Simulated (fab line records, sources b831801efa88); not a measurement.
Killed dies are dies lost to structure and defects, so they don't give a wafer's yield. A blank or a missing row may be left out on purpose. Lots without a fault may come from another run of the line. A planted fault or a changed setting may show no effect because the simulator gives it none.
Which tool did it? | flow gf180mcu | 24 lots, 72 wafers sampled, at 4 steps of a route of 602

WHAT THE GAUGES READ, wafer by wafer
GF_V2_BOW_MEAS_05.
lot  | measured     | on            | V2_BOW (um)
L074 | day 18 13:04 | film_metro-02 | 112 108 105
L075 | day 19 07:52 | film_metro-03 | 95 91 86
L076 | day 19 11:39 | film_metro-02 | 102 97 107
L077 | day 20 06:36 | film_metro-01 | 99 100 96
L079 | day 21 05:22 | film_metro-01 | 91 89 95
L078 | day 21 06:09 | film_metro-02 | 91 108 100
L080 | day 21 21:11 | film_metro-03 | 95 99 92
L081 | day 21 22:52 | film_metro-01 | 87 94 88
L082 | day 22 21:17 | film_metro-02 | 116 113 105
L083 | day 23 05:53 | film_metro-03 | 103 102 99
L084 | day 23 15:49 | film_metro-02 | 105 109 109
L085 | day 23 17:04 | film_metro-03 | 97 109 92
L086 | day 24 05:03 | film_metro-03 | 92 83 91
L088 | day 24 12:48 | film_metro-01 | 113 96 111
L087 | day 24 14:54 | film_metro-01 | 111 90 86
L089 | day 25 02:29 | film_metro-01 | 99 96 97
L090 | day 25 03:28 | film_metro-01 | 97 107 98
L091 | day 25 10:24 | film_metro-01 | 103 93 98
L092 | day 25 18:04 | film_metro-03 | 103 105 82
L093 | day 25 22:23 | film_metro-02 | 96 108 108
L094 | day 26 03:52 | film_metro-03 | 78 104 105
L095 | day 26 07:11 | film_metro-02 | 92 101 91
L096 | day 26 14:09 | film_metro-03 | 99 97 98
L097 | day 26 21:38 | film_metro-01 | 105 102 114

GF_M3_OVL_MEAS_15.
lot  | measured     | on         | M3_OVL (nm)
L074 | day 20 16:37 | overlay-01 | -8 -3 -5
L075 | day 21 11:10 | overlay-01 | 7 -2 2
L076 | day 21 15:11 | overlay-01 | 2 -4 -3
L077 | day 22 08:05 | overlay-02 | 2 -2 3
L079 | day 23 05:52 | overlay-01 | 2 -3 1
L078 | day 23 07:25 | overlay-02 | -10 -9 -5
L080 | day 23 20:13 | overlay-01 | 8 8 2
L081 | day 23 22:13 | overlay-02 | -12 -15 -6
L082 | day 24 19:46 | overlay-01 | -4 -12 -2
L083 | day 25 03:04 | overlay-02 | -2 0 -2
L084 | day 25 12:55 | overlay-01 | -3 -9 -5
L085 | day 25 14:12 | overlay-02 | -6 -12 -4
L086 | day 26 01:36 | overlay-01 | 11 12 5
L088 | day 26 09:46 | overlay-01 | -1 -9 -7
L087 | day 26 11:37 | overlay-01 | 3 2 7
L089 | day 26 22:15 | overlay-01 | 9 7 6
L090 | day 26 22:57 | overlay-01 | 2 7 3
L091 | day 27 06:14 | overlay-01 | 3 -5 -4
L092 | day 27 12:52 | overlay-02 | -4 -2 4
L093 | day 27 16:59 | overlay-01 | 7 4 9
L094 | day 27 21:57 | overlay-02 | -4 -1 2
L095 | day 28 01:19 | overlay-01 | 4 2 0
L096 | day 28 07:22 | overlay-01 | 6 8 2
L097 | day 28 14:52 | overlay-02 | 0 -5 0

GF_M4_RS_MEAS_05: measures by four-point-probe.
lot  | measured     | on            | M4_ALCU_RS (ohm/sq)
L074 | day 21 19:56 | film_metro-03 | 0.0691 0.0694 0.0701
L075 | day 22 14:40 | film_metro-03 | 0.0691 0.0685 0.0691
L076 | day 22 18:10 | film_metro-03 | 0.0702 0.0691 0.0692
L077 | day 23 10:00 | film_metro-04 | 0.0689 0.0680 0.0679
L079 | day 24 07:29 | film_metro-04 | 0.0692 0.0698 0.0699
L078 | day 24 08:47 | film_metro-03 | 0.0692 0.0698 0.0695
L080 | day 24 21:43 | film_metro-03 | 0.0702 0.0711 0.0698
L081 | day 24 22:58 | film_metro-01 | 0.0705 0.0708 0.0709
L082 | day 25 19:58 | film_metro-01 | 0.0686 0.0685 0.0686
L083 | day 26 03:35 | film_metro-04 | 0.0686 0.0675 0.0678
L084 | day 26 12:41 | film_metro-03 | 0.0692 0.0684 0.0696
L085 | day 26 14:45 | film_metro-04 | 0.0688 0.0690 0.0691
L086 | day 27 00:56 | film_metro-01 | 0.0695 0.0690 0.0699
L088 | day 27 08:52 | film_metro-04 | 0.0696 0.0701 0.0701
L087 | day 27 10:54 | film_metro-03 | 0.0681 0.0690 0.0685
L089 | day 27 21:29 | film_metro-01 | 0.0696 0.0694 0.0702
L090 | day 27 22:12 | film_metro-04 | 0.0698 0.0692 0.0703
L091 | day 28 06:26 | film_metro-01 | 0.0685 0.0682 0.0686
L092 | day 28 11:54 | film_metro-03 | 0.0692 0.0696 0.0689
L093 | day 28 15:50 | film_metro-03 | 0.0701 0.0700 0.0697
L094 | day 28 20:52 | film_metro-01 | 0.0695 0.0699 0.0693
L095 | day 28 23:23 | film_metro-03 | 0.0696 0.0697 0.0703
L096 | day 29 05:57 | film_metro-04 | 0.0684 0.0692 0.0677
L097 | day 29 13:55 | film_metro-04 | 0.0685 0.0684 0.0683

WHICH TOOL RAN EACH LOT (tool, then ch and the chambers of the sampled wafers, then the start)
lot  | GF_V3_STRIP_18
L074 | plasma_asher-02 ch 1, day 21 18:25
L075 | plasma_asher-01 ch 0,1, day 22 13:12
L076 | plasma_asher-03 ch 0,1, day 22 16:34
L077 | plasma_asher-03 ch 0,1, day 23 08:14
L079 | plasma_asher-03 ch 0,1, day 24 06:02
L078 | plasma_asher-03 ch 0,1, day 24 07:20
L080 | plasma_asher-02 ch 0,1, day 24 20:02
L081 | plasma_asher-01 ch 0,1, day 24 21:29
L082 | plasma_asher-02 ch 0,1, day 25 18:28
L083 | plasma_asher-03 ch 0,1, day 26 02:07
L084 | plasma_asher-01 ch 0,1, day 26 11:11
L085 | plasma_asher-01 ch 0,1, day 26 13:16
L086 | plasma_asher-03 ch 0,1, day 26 23:28
L088 | plasma_asher-02 ch 0,1, day 27 07:05
L087 | plasma_asher-01 ch 0,1, day 27 09:26
L089 | plasma_asher-01 ch 0,1, day 27 19:58
L090 | plasma_asher-03 ch 1, day 27 20:44
L091 | plasma_asher-03 ch 0,1, day 28 04:47
L092 | plasma_asher-03 ch 0,1, day 28 10:25
L093 | plasma_asher-01 ch 0,1, day 28 14:11
L094 | plasma_asher-01 ch 0,1, day 28 19:23
L095 | plasma_asher-03 ch 1, day 28 21:56
L096 | plasma_asher-02 ch 0,1, day 29 04:29
L097 | plasma_asher-01 ch 0,1, day 29 12:28
- GF_V3_STRIP_18: strips in O2/N2.

WHAT THE TOOLS THEMSELVES READ (means of the sampled wafers that have a number; where no wafer has one, the mark that the record gives instead)
GF_V3_STRIP_18.
lot  | tool            | drypump_motor_current_A (A) | heater_power_w (W) | oes_product_au (a.u.)
L074 | plasma_asher-02 | 5.58                        | 335                | 0.595
L075 | plasma_asher-01 | 5.31                        | 321                | 0.596
L076 | plasma_asher-03 | 5.64                        | 362                | 0.592
L077 | plasma_asher-03 | 5.68                        | 369                | 0.595
L079 | plasma_asher-03 | 5.67                        | 372                | 0.591
L078 | plasma_asher-03 | 5.69                        | 368                | 0.596
L080 | plasma_asher-02 | 5.70                        | 334                | 0.594
L081 | plasma_asher-01 | 5.27                        | 327                | 0.593
L082 | plasma_asher-02 | 5.72                        | 336                | 0.594
L083 | plasma_asher-03 | 5.68                        | 370                | 0.589
L084 | plasma_asher-01 | 5.30                        | 324                | 0.588
L085 | plasma_asher-01 | 5.30                        | 320                | 0.591
L086 | plasma_asher-03 | 5.63                        | 373                | 0.592
L088 | plasma_asher-02 | 5.69                        | 334                | 0.589
L087 | plasma_asher-01 | 5.29                        | 332                | 0.591
L089 | plasma_asher-01 | 5.32                        | 326                | 0.586
L090 | plasma_asher-03 | 5.58                        | 379                | 0.596
L091 | plasma_asher-03 | 5.69                        | 365                | 0.591
L092 | plasma_asher-03 | 5.64                        | 369                | 0.596
L093 | plasma_asher-01 | 5.28                        | 328                | 0.596
L094 | plasma_asher-01 | 5.29                        | 330                | 0.592
L095 | plasma_asher-03 | 5.58                        | 376                | 0.592
L096 | plasma_asher-02 | 5.87                        | 334                | 0.594
L097 | plasma_asher-01 | 5.30                        | 325                | 0.589

THE ANSWER, worked out from the rows above alone
Rule: what is usual is taken from the lots themselves. Put in order of their means at a reading, lots are off if they are a third of the lots or fewer, leave a main group of 4 or more, and stand apart from it by a gap of 3 or more times the standard deviation of the main group's means; of several such gaps the widest counts. A main group whose means are all the same, to the digits that the tables above print for the reading, isn't used. A lot without any number at a reading at which 4 lots or more have one is off too. The other lots that the step has rows for count as sound. The gauges are gone through in route order, then the tools' own readings, and for those a lot's mean is taken as printed above. The first step at which some lot is off is used, and at that step the reading that is off furthest; a lot without a number counts as furthest.
No lot is off at any reading shown: from this, nothing can be told.

WHAT THE SIMULATOR HAD PUT IN
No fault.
